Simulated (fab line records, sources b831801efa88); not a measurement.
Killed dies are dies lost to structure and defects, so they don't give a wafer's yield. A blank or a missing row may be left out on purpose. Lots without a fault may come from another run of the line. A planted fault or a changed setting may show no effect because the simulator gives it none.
Which tool did it? | flow sky130 | 14 lots, 42 wafers sampled, at 4 steps of a route of 708

WHAT THE GAUGES READ, wafer by wafer
SKY_METAL4_OVL_MEAS_14.
lot  | measured     | on         | METAL4_OVL (nm)
L754 | day 42 09:56 | overlay-02 | -8 -10 -5
L756 | day 43 05:42 | overlay-01 | 0 -3 8
L760 | day 44 01:27 | overlay-01 | 1 2 3
L761 | day 44 02:26 | overlay-02 | 6 5 1
L763 | day 44 03:52 | overlay-01 | -4 7 7
L766 | day 44 22:58 | overlay-02 | 4 12 10
L767 | day 45 04:54 | overlay-02 | 3 12 7
L768 | day 45 14:00 | overlay-01 | 6 10 14
L769 | day 46 13:30 | overlay-01 | 6 2 12
L771 | day 46 14:15 | overlay-02 | -1 -2 0
L770 | day 46 14:29 | overlay-02 | 4 3 6
L773 | day 46 21:29 | overlay-02 | -2 -5 -7
L775 | day 47 13:44 | overlay-02 | 7 8 13
L776 | day 47 18:04 | overlay-01 | -4 0 -3

WHICH TOOL RAN EACH LOT (tool, then ch and the chambers of the sampled wafers, then the start)
lot  | SKY_METAL4_SPUTTER_02        | SKY_METAL4_SPUTTER_03        | SKY_METAL4_DEVELOP_12
L754 | pvd_sputter-03, day 40 09:04 | pvd_sputter-03, day 40 09:06 | litho_track-02 ch 0, day 42 09:00
L756 | pvd_sputter-03, day 41 07:08 | pvd_sputter-03, day 41 07:11 | litho_track-03 ch 0, day 43 05:00
L760 | pvd_sputter-04, day 42 02:11 | pvd_sputter-04, day 42 02:14 | litho_track-02 ch 0, day 44 01:00
L761 | pvd_sputter-02, day 42 04:40 | pvd_sputter-02, day 42 04:43 | litho_track-02 ch 0, day 44 02:00
L763 | pvd_sputter-02, day 42 07:16 | pvd_sputter-02, day 42 07:18 | litho_track-03 ch 0, day 44 03:00
L766 | pvd_sputter-03, day 43 01:41 | pvd_sputter-03, day 43 01:44 | litho_track-03 ch 0, day 44 22:00
L767 | pvd_sputter-03, day 43 07:47 | pvd_sputter-03, day 43 07:50 | litho_track-03 ch 0, day 45 04:00
L768 | pvd_sputter-04, day 43 17:58 | pvd_sputter-04, day 43 18:01 | litho_track-02 ch 0, day 45 13:00
L769 | pvd_sputter-02, day 44 17:56 | pvd_sputter-02, day 44 17:58 | litho_track-01 ch 0, day 46 13:00
L771 | pvd_sputter-02, day 44 18:38 | pvd_sputter-02, day 44 18:40 | litho_track-02 ch 0, day 46 14:00
L770 | pvd_sputter-04, day 44 18:56 | pvd_sputter-04, day 44 18:58 | litho_track-01 ch 0, day 46 14:00
L773 | pvd_sputter-03, day 45 02:59 | pvd_sputter-03, day 45 03:01 | litho_track-02 ch 0, day 46 21:00
L775 | pvd_sputter-02, day 45 19:15 | pvd_sputter-02, day 45 19:17 | litho_track-02 ch 0, day 47 13:00
L776 | pvd_sputter-02, day 45 22:32 | pvd_sputter-02, day 45 22:34 | litho_track-02 ch 0, day 47 17:00
- SKY_METAL4_SPUTTER_02: material AlCu, target thk 735 nm, time 39.1 s.
- SKY_METAL4_SPUTTER_03: material Ti, target thk 5 nm, time 3.3 s.
- SKY_METAL4_DEVELOP_12: develop time 60 s.

WHAT THE TOOLS THEMSELVES READ (means of the sampled wafers that have a number; where no wafer has one, the mark that the record gives instead)
SKY_METAL4_SPUTTER_02.
lot  | tool           | throttle_valve_pct (%)
L754 | pvd_sputter-03 | 31.2
L756 | pvd_sputter-03 | 31.1
L760 | pvd_sputter-04 | 30.5
L761 | pvd_sputter-02 | 30.3
L763 | pvd_sputter-02 | 29.8
L766 | pvd_sputter-03 | 30.8
L767 | pvd_sputter-03 | 30.5
L768 | pvd_sputter-04 | 30.3
L769 | pvd_sputter-02 | 29.6
L771 | pvd_sputter-02 | 30.2
L770 | pvd_sputter-04 | 30.0
L773 | pvd_sputter-03 | 31.3
L775 | pvd_sputter-02 | 29.0
L776 | pvd_sputter-02 | 28.5

SKY_METAL4_SPUTTER_03.
lot  | tool           | throttle_valve_pct (%)
L754 | pvd_sputter-03 | 31.3
L756 | pvd_sputter-03 | 31.1
L760 | pvd_sputter-04 | 30.6
L761 | pvd_sputter-02 | 30.0
L763 | pvd_sputter-02 | 29.8
L766 | pvd_sputter-03 | 31.0
L767 | pvd_sputter-03 | 30.7
L768 | pvd_sputter-04 | 30.4
L769 | pvd_sputter-02 | 29.8
L771 | pvd_sputter-02 | 30.0
L770 | pvd_sputter-04 | 30.0
L773 | pvd_sputter-03 | 31.2
L775 | pvd_sputter-02 | 29.1
L776 | pvd_sputter-02 | 28.6

SKY_METAL4_DEVELOP_12.
lot  | tool           | developer_temp_C (C) | exhaust_pa (Pa)
L754 | litho_track-02 | 20.99                | 44.8
L756 | litho_track-03 | 21.04                | 45.0
L760 | litho_track-02 | 21.08                | 45.7
L761 | litho_track-02 | 20.90                | 46.3
L763 | litho_track-03 | 20.95                | 45.7
L766 | litho_track-03 | 20.22                | 45.0
L767 | litho_track-03 | 20.19                | 44.4
L768 | litho_track-02 | 21.08                | 44.8
L769 | litho_track-01 | 21.01                | 44.0
L771 | litho_track-02 | 20.90                | 45.2
L770 | litho_track-01 | 20.89                | 44.4
L773 | litho_track-02 | 21.00                | 44.6
L775 | litho_track-02 | 20.99                | 45.6
L776 | litho_track-02 | 21.05                | 43.8

THE ANSWER, worked out from the rows above alone
Rule: what is usual is taken from the lots themselves. Put in order of their means at a reading, lots are off if they are a third of the lots or fewer, leave a main group of 4 or more, and stand apart from it by a gap of 3 or more times the standard deviation of the main group's means; of several such gaps the widest counts. A main group whose means are all the same, to the digits that the tables above print for the reading, isn't used. A lot without any number at a reading at which 4 lots or more have one is off too. The other lots that the step has rows for count as sound. The gauges are gone through in route order, then the tools' own readings, and for those a lot's mean is taken as printed above. The first step at which some lot is off is used, and at that step the reading that is off furthest; a lot without a number counts as furthest.
Off: L766, L767, at SKY_METAL4_DEVELOP_12 (developer_temp_C). The main group: mean 20.99 C, standard deviation 0.065.
A tool fits if, at that step or a process step before it, it ran every lot that is off, and no sound lot after the first of them. One fits: litho_track-03 at SKY_METAL4_DEVELOP_12. Its last sound lot is L763 (day 44 03:00), its first lot that is off L766 (day 44 22:00): a fault that began between those two fits.
The tool's own readings at SKY_METAL4_DEVELOP_12 bear it out: on the lots that are off they differ by more than 5 times the standard deviation of the sound lots' means. developer_temp_C reads 20.20 C there against 20.99 C on the sound lots.

WHAT THE SIMULATOR HAD PUT IN
Process parameter drift: litho_track-03, from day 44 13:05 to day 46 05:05, at SKY_METAL4_DEVELOP_12. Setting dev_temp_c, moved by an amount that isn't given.
Lots struck among those shown: L766, L767. The rule above found the same.
